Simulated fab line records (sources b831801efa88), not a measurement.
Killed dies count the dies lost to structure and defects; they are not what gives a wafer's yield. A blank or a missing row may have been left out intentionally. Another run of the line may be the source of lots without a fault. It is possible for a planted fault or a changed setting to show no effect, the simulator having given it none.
Struck lot and sound lot, side by side || flow gf180mcu || 14 out of 602 route steps
Sound: these wafers, L935.1, L935.2, L935.6. Wafers L922.1, L922.3, L922.4 were the ones struck. The cause comes at the end.
At each step with rows: each side's tool, then ch and its chambers, then its first start. Under that, the readings that differ: sound wafers || struck wafers || difference of the means || sigmas: that difference in standard deviations of wafers without a fault.
alike: readings with means less than 2 such deviations apart, plus words and numbers identical on both sides. not compared: withheld readings, readings lacking a value on some wafer, bounds such as >300 that could conceal the same value, and numbers that have no deviation in the record and whose values overlap.
Wherever a step has rows on one side only, a row that says differs or no value, or a row with sigmas, the two part there. Non-overlapping numbers with no deviation appear without sigmas and do not part them. A reading that every wafer of one side lacks parts them only if that side has two wafers or more.

first, 1 step without rows for these wafers: GF_V3_CVD_00 (deposits SiO2, target thk 600 nm, time 100 s).
GF_V3_THK_MEAS_01:
  sound on film metro-02, day 27 06:54; struck on film metro-01, day 22 20:42
  alike: V3_CVD_00_THK
GF_V3_CVD_02: deposits SiO2 from TEOS, target thk 850 nm, time 94.851 s.
  sound on pecvd-02 ch 0,2, day 27 06:58; struck on pecvd-02 ch 0,1, day 22 20:46
  alike: heater power w
  not compared: since wet clean h
GF_V3_THK_MEAS_03:
  sound on film metro-01, day 27 07:02; struck on film metro-04, day 22 20:49
  alike: V3_CVD_02_THK
GF_V3_CMP_04: polishes SiO2.
  sound on cmp-01 ch 0,2,3, day 27 07:08; struck on cmp-01 ch 0,1,2, day 22 20:53
{"reading": "time to endpoint s (s)", "sound": "83 81 85", "struck": "70 73 79", "difference": -9, "sigmas": -2}
  alike: motor current A, slurry filter dp kPa, slurry flow ml min
GF_V3_BOW_MEAS_05:
  sound on film metro-02, day 27 07:23; struck on film metro-02, day 22 21:11
  alike: V3_BOW
then, 6 steps without rows for these wafers: GF_V3_DEHYDRATE_06 (time 60 s); GF_V3_HMDS_07 (prime time 60 s); GF_V3_COAT_08; GF_V3_COAT_09 (resist thk 1000 nm); GF_V3_SOFTBAKE_10 (time 60 s); GF_V3_EXPOSE_11 (exposes mask Via3, target cd 260 nm).
GF_V3_PEB_12: peb time 90 s.
  struck on litho track-04, day 23 19:39; sound on litho track-02 ch 0, day 28 03:25
  no value came back on the struck wafers for chill plate temp C (C), exhaust pa (Pa), peb time s (s); on the sound wafers chill plate temp C (C) reads 23.15 22.92 23.04
then, 1 step without rows for these wafers: GF_V3_DEVELOP_13 (develop time 60 s).

## WHERE THEY PART
Earliest at GF_V3_CMP_04; latest, in this record, at GF_V3_PEB_12.

WHY: the cause the simulator had injected
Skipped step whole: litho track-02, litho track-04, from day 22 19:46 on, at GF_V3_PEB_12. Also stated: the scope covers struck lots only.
